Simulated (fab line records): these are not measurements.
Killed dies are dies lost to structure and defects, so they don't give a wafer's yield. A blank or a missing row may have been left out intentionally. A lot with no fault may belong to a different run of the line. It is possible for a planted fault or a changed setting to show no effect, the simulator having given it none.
Split-lot experiment + flow sky130 + 17 wafers read from 5 lots, route of 708 steps

## THE SPLIT ITSELF
At SKY_METAL5_METAL_ETCH_15 (etches the open film in Cl2/BCl3, stops on SiO2, target depth 1260 nm, time 252 s), the setting time-s was moved away from the recipe's 252 s on 5 of the 17 wafers read, by -13.4% to +6.3%. The other wafers ran this setting at the recipe's value.

The reading is taken at the split's own step.

## THE READING
NOVOLAK_of_METAL5_COAT_09.thk-nm (the simulator's own value, which no gauge read), in nm, at SKY_METAL5_METAL_ETCH_15 (etches the open film in Cl2/BCl3, stops on SiO2, target depth 1260 nm, time 252 s). There is no usual value for it anywhere in the file. The 12 wafers here that ran the recipe average 1042 nm, standard deviation 12 nm.

| wafer  | tool, chamber at the split | time-s as run, s | against the recipe | NOVOLAK_of_METAL5_COAT_09.thk-nm, nm | against lot-mates on the recipe |
|--------|----------------------------|------------------|--------------------|--------------------------------------|---------------------------------|
| L074.1 | rie-metal-04, 0            | 252              | recipe             | 1051                                 | -                               |
| L074.3 | rie-metal-04, 1            | 252              | recipe             | 1056                                 | -                               |
| L074.6 | rie-metal-04, 1            | 252              | recipe             | 1056                                 | -                               |
| L074.4 | rie-metal-04, 0            | 252              | recipe             | 1049                                 | -                               |
| L074.5 | rie-metal-04, 0            | 252              | recipe             | 1039                                 | -                               |
| L080.4 | rie-metal-01, 1            | 252              | recipe             | 1025                                 | -                               |
| L080.5 | rie-metal-01, 1            | 218.3            | -13.4%             | 1125                                 | +100                            |
| L081.1 | rie-metal-02, 1            | 252              | recipe             | 1028                                 | -                               |
| L081.3 | rie-metal-02, 1            | 252              | recipe             | 1030                                 | -                               |
| L081.6 | rie-metal-02, 1            | 252              | recipe             | 1031                                 | -                               |
| L083.4 | rie-metal-04, 1            | 267.8            | +6.3%              | 1013                                 | no lot-mate on the recipe       |
| L083.6 | rie-metal-04, 0            | 267.8            | +6.3%              | 990                                  | no lot-mate on the recipe       |
| L085.1 | rie-metal-04, 0            | 252              | recipe             | 1039                                 | -                               |
| L085.2 | rie-metal-04, 1            | 267.1            | +6.0%              | 1012                                 | -33                             |
| L085.3 | rie-metal-04, 0            | 252              | recipe             | 1035                                 | -                               |
| L085.4 | rie-metal-04, 1            | 252              | recipe             | 1062                                 | -                               |
| L085.5 | rie-metal-04, 1            | 267.1            | +6.0%              | 1018                                 | -27                             |

THE FIT
A straight line over all 17 wafers: NOVOLAK_of_METAL5_COAT_09.thk-nm changes by -5.92 nm for each +1% of time-s; r = -0.91; the points scatter about the line by 12 nm.
The same after taking each lot's own level away (the mean of its wafers on the recipe; 15 wafers): -6.77 nm for each +1%; r = -0.96; scatter 8.2 nm.
On that fit, the largest move of time-s shifts the reading by 91 nm.
The lots' own levels span 1025.0 to 1050.2 nm, that is 2.1 times the standard deviation above.
Hence the slope depends on the lot-to-lot level, as the two fits are not the same.
Check: for one of the wafers moved furthest among these (-13.4%), held out of the fit, the line's prediction against its lot-mates is +67.7 nm. Against them it came out at +100 nm.

## OTHER SPLITS ON THESE WAFERS
These wafers also went through other splits before the reading. Each is held against what the fit with the lots' levels taken away leaves over:
| other split on the same wafers | wafers away from the commonest value | r with NOVOLAK_of_METAL5_COAT_09.thk-nm (lot level and that fit taken away) |
|--------------------------------|--------------------------------------|-----------------------------------------------------------------------------|
| SKY_VIA4_CVD_18 temp-c         | 4                                    | +0.29                                                                       |
| SKY_METAL5_SPUTTER_04 power-w  | 4                                    | +0.24                                                                       |

## THE WHOLE CHAIN: every reading that the file lists as answering this split, in the file's order
| step                     | what it does                                                                      | reading                                                                           | change (the file's fit)              | r (the file's) |
|--------------------------|-----------------------------------------------------------------------------------|-----------------------------------------------------------------------------------|--------------------------------------|----------------|
| SKY_METAL5_METAL_ETCH_15 | etches the open film in Cl2/BCl3, stops on SiO2, target depth 1260 nm, time 252 s | NOVOLAK_of_METAL5_COAT_09.thk-nm (the simulator's own value, which no gauge read) | -6.69 nm for each +1% of the setting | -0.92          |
| SKY_METAL5_STRIP_16      | strips in O2/N2                                                                   | strip-time-to-endpoint-s                                                          | withheld for each +1% of the setting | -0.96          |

## THE FILE'S OWN FIT
NOVOLAK_of_METAL5_COAT_09.thk-nm changes by -6.69 nm for each +1% of time-s, r = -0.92.
